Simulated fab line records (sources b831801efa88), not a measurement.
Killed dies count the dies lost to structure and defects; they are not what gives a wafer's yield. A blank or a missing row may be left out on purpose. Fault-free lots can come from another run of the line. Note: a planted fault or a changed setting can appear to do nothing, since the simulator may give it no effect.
Chamber matching | flow sky130 | 4 sister chambers for SKY_FIELD_ISO_CMP_27 on cmp-01
The step polishes, stops on Si3N4, t overpolish 16 s, target thk 457.8 nm. 8 wafers are shown with their chamber, then 7 later ones without.

WAFERS PAIRED WITH THEIR CHAMBERS
wafer  | chamber | motor current A (A) | time to endpoint s (s)
L817.2 | 2       | 11.2                | 114
L820.1 | 0       | 11.3                | 108
L820.5 | 2       | 10.7                | 112
L826.1 | 3       | 13.4                | 111
L826.3 | 1       | 10.3                | 107
L826.6 | 1       | 10.2                | 112
L829.1 | 3       | 14.2                | 118
L829.3 | 0       | 11.3                | 108

WAFERS WHOSE CHAMBER IS MISSING
wafer  | motor current A (A) | time to endpoint s (s)
L829.5 | 10.6                | 112
L831.1 | 10.4                | 114
L831.2 | 11.5                | 113
L831.4 | 11.2                | 112
L832.4 | 10.7                | 106
L832.5 | 13.7                | 108
L832.6 | 11.5                | 106

CHAMBER TAKEN BY EACH
wafer  | from the rows above          | in truth
L829.5 | can't be placed: 2 or 1 or 0 | 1
L831.1 | can't be placed: 1 or 2 or 0 | 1
L831.2 | can't be placed: 2 or 0      | 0
L831.4 | can't be placed: 2 or 0      | 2
L832.4 | can't be placed: 1 or 0 or 2 | 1
L832.5 | 3                            | 3
L832.6 | can't be placed: 0 or 2      | 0
Correctly placed: 1 of 7. Cannot be placed on the basis of these rows: 6; the candidates contain the true chamber in 6. Placed wrongly: 0.
How it was worked out, from the rows above alone: a wafer's distance from a chamber is the root of the sum, over the readings, of the square of ((its reading less the chamber's mean) divided by the reading's scatter). The wafer belongs to the nearest chamber; if the next one is less than 2 further off, it can't be placed. The mean given for a chamber averages the wafers shown for that chamber. The scatter: the root of (the sum of the squares of (reading less its chamber's mean) over the shown wafers, divided by (wafers less chambers)).
